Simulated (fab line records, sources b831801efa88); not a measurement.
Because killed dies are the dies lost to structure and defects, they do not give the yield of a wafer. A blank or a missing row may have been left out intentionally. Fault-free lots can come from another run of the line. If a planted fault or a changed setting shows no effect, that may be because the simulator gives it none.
Which of the tools did it? -- flow sky130 -- 11 lots, 31 wafers sampled, at 6 steps of a route of 708

## WHAT THE GAUGES READ, wafer by wafer
SKY_VIA1_RS_MEAS_22: the measuring method here is four-point-probe.
lot,measured,on,VIA1_W_RS (ohm/sq)
L317,day 34 14:54,film-metro-04,0.426 0.435 0.431
L319,day 35 12:22,film-metro-02,0.426 0.424 0.425
L320,day 35 16:48,film-metro-03,0.465 0.432 0.431
L324,day 36 19:56,film-metro-04,0.472 0.423
L325,day 37 03:21,film-metro-04,0.471 0.431
L330,day 38 22:31,film-metro-02,0.434 0.434 0.437
L333,day 39 15:19,film-metro-03,0.425 0.429 0.425
L334,day 39 17:40,film-metro-02,0.426 0.433 0.427
L335,day 39 23:25,film-metro-04,0.428 0.425 0.425
L336,day 40 08:43,film-metro-04,0.425 0.425 0.424
L337,day 40 16:26,film-metro-03,0.414 0.423 0.415

SKY_VIA1_THK_MEAS_23: measures by xrf.
lot,measured,on,VIA1_W_THK (nm)
L317,day 34 15:01,film-metro-04,264 258 261
L319,day 35 12:29,film-metro-02,264 266 265
L320,day 35 16:55,film-metro-03,247 268 266
L324,day 36 20:04,film-metro-04,241 267
L325,day 37 03:28,film-metro-04,240 264
L330,day 38 22:38,film-metro-02,261 261 261
L333,day 39 15:26,film-metro-03,270 268 270
L334,day 39 17:47,film-metro-02,265 262 264
L335,day 39 23:32,film-metro-04,264 266 267
L336,day 40 08:50,film-metro-04,264 267 268
L337,day 40 16:32,film-metro-03,278 272 275

## WHAT TOOL EACH LOT RAN ON (gives the tool, then ch and the chambers of the sampled wafers, and finally the start)
lot,SKY_CONTACT_SPUTTER_23,SKY_METAL1_STRIP_20,SKY_VIA1_ETCH_14,SKY_VIA1_CVD_21
L317,"pvd-sputter-02, day 32 07:58","plasma-asher-02 ch 0,1, day 33 11:29","rie-diel-02 ch 0,2,3, day 34 14:04","cvd-w-01 ch 0,1, day 34 14:49"
L319,"pvd-sputter-04, day 33 03:53","plasma-asher-02 ch 0,1, day 34 06:52","rie-diel-03 ch 0,1,2, day 35 11:29","cvd-w-01 ch 0,1, day 35 12:17"
L320,"pvd-sputter-04, day 33 08:04","plasma-asher-03 ch 0,1, day 34 11:22","rie-diel-03 ch 0,1,2, day 35 15:37","cvd-w-01 ch 0,1, day 35 16:43"
L324,"pvd-sputter-02, day 34 10:44","plasma-asher-01 ch 0, day 35 14:44","rie-diel-03 ch 1,3, day 36 19:04","cvd-w-01 ch 0, day 36 19:51"
L325,"pvd-sputter-04, day 34 18:34","plasma-asher-02 ch 1, day 35 22:10","rie-diel-02 ch 1,3, day 37 02:28","cvd-w-01 ch 0,1, day 37 03:15"
L330,"pvd-sputter-03, day 36 16:17","plasma-asher-02 ch 0, day 37 18:55","rie-diel-02 ch 2,3, day 38 21:34","cvd-w-02 ch 0,1, day 38 22:25"
L333,"pvd-sputter-03, day 37 09:40","plasma-asher-02 ch 0,1, day 38 12:16","rie-diel-02 ch 0,3, day 39 14:29","cvd-w-02 ch 0,1, day 39 15:13"
L334,"pvd-sputter-02, day 37 12:49","plasma-asher-03 ch 0,1, day 38 15:24","rie-diel-03 ch 2,3, day 39 16:50","cvd-w-01 ch 0,1, day 39 17:34"
L335,"pvd-sputter-04, day 37 18:47","plasma-asher-02 ch 0,1, day 38 20:31","rie-diel-03 ch 0,2,3, day 39 22:34","cvd-w-01 ch 0,1, day 39 23:19"
L336,"pvd-sputter-02, day 38 02:58","plasma-asher-01 ch 0,1, day 39 05:51","rie-diel-03 ch 0,2,3, day 40 07:49","cvd-w-01 ch 0,1, day 40 08:36"
L337,"pvd-sputter-03, day 38 11:40","plasma-asher-01 ch 0,1, day 39 13:44","rie-diel-02 ch 0,2, day 40 15:34","cvd-w-01 ch 0,1, day 40 16:20"
- SKY_CONTACT_SPUTTER_23: material TiN, target thk 20 nm, time 80 s.
- SKY_METAL1_STRIP_20: strips in O2/N2.
- SKY_VIA1_ETCH_14: etches BARC in N2/H2, stops on SiO2, time 45.9 s, target depth 60 nm.
- SKY_VIA1_CVD_21: deposits W, target thk 270 nm, time 80.902 s.

## AS READ BY THE TOOLS THEMSELVES (means over the sampled wafers that have a number; for cases with no such wafer, the mark the record gives instead)
SKY_CONTACT_SPUTTER_23.
lot,tool,throttle-valve-pct (%)
L317,pvd-sputter-02,30.4
L319,pvd-sputter-04,30.2
L320,pvd-sputter-04,30.7
L324,pvd-sputter-02,30.8
L325,pvd-sputter-04,31.4
L330,pvd-sputter-03,29.4
L333,pvd-sputter-03,29.4
L334,pvd-sputter-02,29.5
L335,pvd-sputter-04,30.4
L336,pvd-sputter-02,30.3
L337,pvd-sputter-03,28.7

SKY_METAL1_STRIP_20.
lot,tool,drypump-motor-current-A (A),oes-product-au (a.u.),strip-time-to-endpoint-s (s)
L317,plasma-asher-02,5.82,0.347,2.70
L319,plasma-asher-02,5.71,0.340,2.70
L320,plasma-asher-03,5.86,0.344,2.70
L324,plasma-asher-01,5.93,0.341,2.67
L325,plasma-asher-02,5.56,0.347,2.69
L330,plasma-asher-02,6.01,0.342,2.72
L333,plasma-asher-02,5.84,0.345,2.75
L334,plasma-asher-03,5.74,0.342,2.67
L335,plasma-asher-02,5.85,0.340,2.70
L336,plasma-asher-01,5.92,0.345,2.72
L337,plasma-asher-01,5.93,0.345,2.66

SKY_VIA1_ETCH_14.
lot,tool,drypump-motor-current-A (A),oes-product-au (a.u.),throttle-valve-pct (%)
L317,rie-diel-02,5.6,0.854,13.224
L319,rie-diel-03,5.6,0.854,13.231
L320,rie-diel-03,5.6,0.856,13.231
L324,rie-diel-03,6.2,0.849,13.219
L325,rie-diel-02,5.6,0.855,13.232
L330,rie-diel-02,5.2,0.859,13.220
L333,rie-diel-02,6.0,0.852,13.212
L334,rie-diel-03,5.2,0.855,13.223
L335,rie-diel-03,5.5,0.852,13.221
L336,rie-diel-03,5.5,0.860,13.220
L337,rie-diel-02,5.9,0.855,13.230

SKY_VIA1_CVD_21.
lot,tool,heater-power-w (W)
L317,cvd-w-01,840
L319,cvd-w-01,842
L320,cvd-w-01,804
L324,cvd-w-01,756
L325,cvd-w-01,820
L330,cvd-w-02,839
L333,cvd-w-02,851
L334,cvd-w-01,749
L335,cvd-w-01,770
L336,cvd-w-01,766
L337,cvd-w-01,769

## THE ANSWER, worked out from the rows above alone
Rule: usual is defined by the lots themselves. The widest of any qualifying gaps counts: lots, ordered by their means at a reading, are off when they make up no more than a third of the lots, leave a main group of 4 or more, and stand apart from it by 3 or more times the standard deviation of that group's means. The tables above print the reading to a certain number of digits; a main group whose means all agree to those digits is not used. Also off: a lot with no number at a reading for which 4 or more lots have one. Any other lot the step has rows for is counted as sound. After the gauges, taken in route order, come the tools' own readings; for these a lot's mean is taken, as printed above. At the first step where some lot is off, the reading lying furthest off is the one used; lots without a number count as furthest.
None of the lots is off at any reading shown; this tells nothing.

## WHAT THE SIMULATOR PUT IN
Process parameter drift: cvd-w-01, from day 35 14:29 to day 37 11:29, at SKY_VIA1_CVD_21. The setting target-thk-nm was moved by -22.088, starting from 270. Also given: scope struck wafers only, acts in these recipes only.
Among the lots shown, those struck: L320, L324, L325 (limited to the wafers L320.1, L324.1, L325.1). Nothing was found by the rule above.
